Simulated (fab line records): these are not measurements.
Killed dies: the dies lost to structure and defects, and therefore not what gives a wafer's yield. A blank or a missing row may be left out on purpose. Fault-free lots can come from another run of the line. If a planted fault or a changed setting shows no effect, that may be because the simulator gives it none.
A lot that was struck, set against a sound lot | flow sky130 | 15 out of 708 route steps
Sound: wafers L183.2, L183.5, L183.6. Struck: wafers L176.1, L176.4, L176.5. Last of all comes the cause.
At each step with rows: each side's tool, then ch and its chambers, then its first start. Under that, the readings that differ: sound wafers | struck wafers | difference of the means | sigmas: that difference in standard deviations of wafers without a fault.
alike: words and numbers the same on both sides, and readings whose means are apart by under 2 such deviations; not compared: readings that were withheld, readings missing a value for some wafer, numbers with overlapping values and no deviation given by the record, and bounds like >300 which may hide the same value.
The two part at a step that has a row with sigmas, a row that says differs or no value, or rows on one side only. Non-overlapping numbers with no deviation appear without sigmas and do not part them. Lack of a reading on every wafer of one side parts them only where that side has two or more wafers.

first, 4 steps without rows for these wafers: SKY_LDD_N_IMPLANT_12; SKY_LDD_N_IMPLANT_13; SKY_LDD_N_IMPLANT_14; SKY_LDD_N_IMPLANT_15.
SKY_LDD_N_STRIP_16: strips in O2/N2.
  sound on plasma-asher-01 ch 0,1, day 24 17:44; struck on plasma-asher-04 ch 0,1, day 21 19:50
  alike: drypump-motor-current-A, o2-flow-sccm, oes-product-au, strip-time-to-endpoint-s
  not compared: rf-hours-counter-h
SKY_LDD_N_TW_MEAS_17:
  struck on film-metro-02, day 21 19:56; sound on film-metro-02, day 24 17:51
  alike: LDD_N_TW
then, 6 steps without rows for these wafers: SKY_LDD_P_DEHYDRATE_00 (time 60 s); SKY_LDD_P_HMDS_01 (prime time 60 s); SKY_LDD_P_COAT_02 (resist thk 1140 nm); SKY_LDD_P_SOFTBAKE_03 (time 60 s); SKY_LDD_P_EXPOSE_04 (exposes mask PSDM, target cd 380 nm); SKY_LDD_P_PEB_05.
SKY_LDD_P_DEVELOP_06: develop time 60 s.
  sound on litho-track-04 ch 0, day 25 22:46; struck on litho-track-04 ch 0, day 23 01:00
SKY_LDD_P_CD_MEAS_07: the cd target is 380 nm.
  struck on cd-sem-01, day 23 01:09; sound on cd-sem-01, day 25 22:55
  reading    | sound             | struck            | difference | sigmas
  cd-nm (nm) | 378.6 379.6 377.9 | 314.0 315.0 315.1 | -64.0      | -28
SKY_LDD_P_OVL_MEAS_08:
  struck on overlay-01, day 23 01:16; sound on overlay-02, day 25 23:02
  alike: LDD_P_OVL

== WHERE THEY PART ==
Only at SKY_LDD_P_CD_MEAS_07, as far as this record shows. Later steps at which nothing parts them and some readings are alike: SKY_LDD_P_OVL_MEAS_08.

WHY: the cause the simulator had injected
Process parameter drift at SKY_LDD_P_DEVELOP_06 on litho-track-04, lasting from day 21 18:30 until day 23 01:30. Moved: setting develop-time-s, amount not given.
